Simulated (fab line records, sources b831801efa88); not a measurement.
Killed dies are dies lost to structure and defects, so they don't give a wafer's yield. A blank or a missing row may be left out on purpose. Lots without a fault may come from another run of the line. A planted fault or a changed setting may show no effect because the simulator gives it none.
Problem report in the 8D (eight disciplines) form, filled by code | flow sky130 | the parts of the form that need people (team, actions taken, sign-off) are left out

1. THE PROBLEM
killed_at_contacts at SKY_PAD_OPEN_PROBE_99 reads a mean of 235 on 3 wafers of 2 lots; wafers without a fault read 24 with a standard deviation of 5. That is +42 standard deviations from the usual mean.
First seen on wafer L460.3, day 47 11:42, on prober-02. The record holds 39 wafers of 13 lots with a number at this step. Rule for "out", or "out of limits": more than 4 standard deviations from the usual mean. The other wafers with a number count as sound.

2. WHAT IT IS AND WHAT IT IS NOT
question                    | is                                             | is not
which readings at this step | killed_at_contacts, killed_dies, killed_on_rim | killed_at_M0_to_M3, killed_at_M4_up, killed_at_front_end, killed_at_other, killed_short
which lots                  | L460, L461                                     | L452, L453, L454, L455, L456, L457, L458, L462, L470, L471, L475
which wafers of those lots  | L460.3, L460.6, L461.2                         | L460.4, L461.1, L461.4
read on which tools         | prober-01, prober-02                           | -
when                        | from day 47 11:42                              | up to then (21 sound wafers); but 15 sound wafers of L460, L461, L462, L470, L471, L475 came after

3. SUSPECTS, AND WHAT RULES EACH OUT
Counting: a tool at a process step up to the reading stays a suspect if it ran every lot that is out. Sound lots after the first of them don't rule it out here, since some wafers of a struck lot are sound.
- cmp-01 at SKY_CONTACT_CMP_27 (polishes, stops on SiO2, t overpolish 15 s, target thk 0 nm): kept. It ran every lot that is out, first L460 (day 33 23:02); its last sound lot up to then is L458 (day 33 07:59).
- pecvd-04 at SKY_PASSIVATION_CVD_02 (deposits Si3N4, target thk 540 nm): kept. It ran every lot that is out, first L460 (day 45 16:58); its last sound lot up to then is L458 (day 45 03:56).
- Within cmp-01 at SKY_CONTACT_CMP_27: the wafers that are out ran in chamber 0; their sound lot-mates ran in chambers 1, 2, 3.
Left after counting: cmp-01 at SKY_CONTACT_CMP_27, pecvd-04 at SKY_PASSIVATION_CVD_02.

4. THE CAUSE (what the simulator had put in)
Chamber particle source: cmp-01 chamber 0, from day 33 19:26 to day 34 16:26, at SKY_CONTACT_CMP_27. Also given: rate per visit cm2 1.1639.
Counting left 2 suspects, and this tool is among them.

5. THE CHAIN OF EFFECTS, in route order
Each row: a reading whose mean over the struck wafers that have a number lies more than 3 standard deviations from the usual. Only readings for which the record gives a usual standard deviation are gone through. hours: the time from each lot's start at the first step in this table that gives one to its start at this step, as a median over the lots. sigmas: the change in usual standard deviations.
hours | step                  | reading            | usual | on struck wafers | change | sigmas
0     | SKY_PAD_OPEN_PROBE_99 | killed_at_contacts | 24    | 235              | +211   | +42
0     | SKY_PAD_OPEN_PROBE_99 | killed_dies        | 87    | 285              | +198   | +20
0     | SKY_PAD_OPEN_PROBE_99 | killed_on_rim      | 17    | 55               | +38    | +9.7
The process steps in it:
- SKY_PAD_OPEN_PROBE_99

6. WHAT WOULD HAVE CAUGHT IT SOONER
In this record the first reading out of limits was taken at day 47 11:42, 328 hours after the fault began at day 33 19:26.
Of the tool readings at SKY_CONTACT_CMP_27 for which the record gives a usual standard deviation, none was out on any struck wafer, so an alarm limit of 4 standard deviations on them would not have fired.
All the lots that are out (2) had begun SKY_CONTACT_CMP_27 on cmp-01 by day 47 11:42. A hold on the tool at that time would have spared none of them.
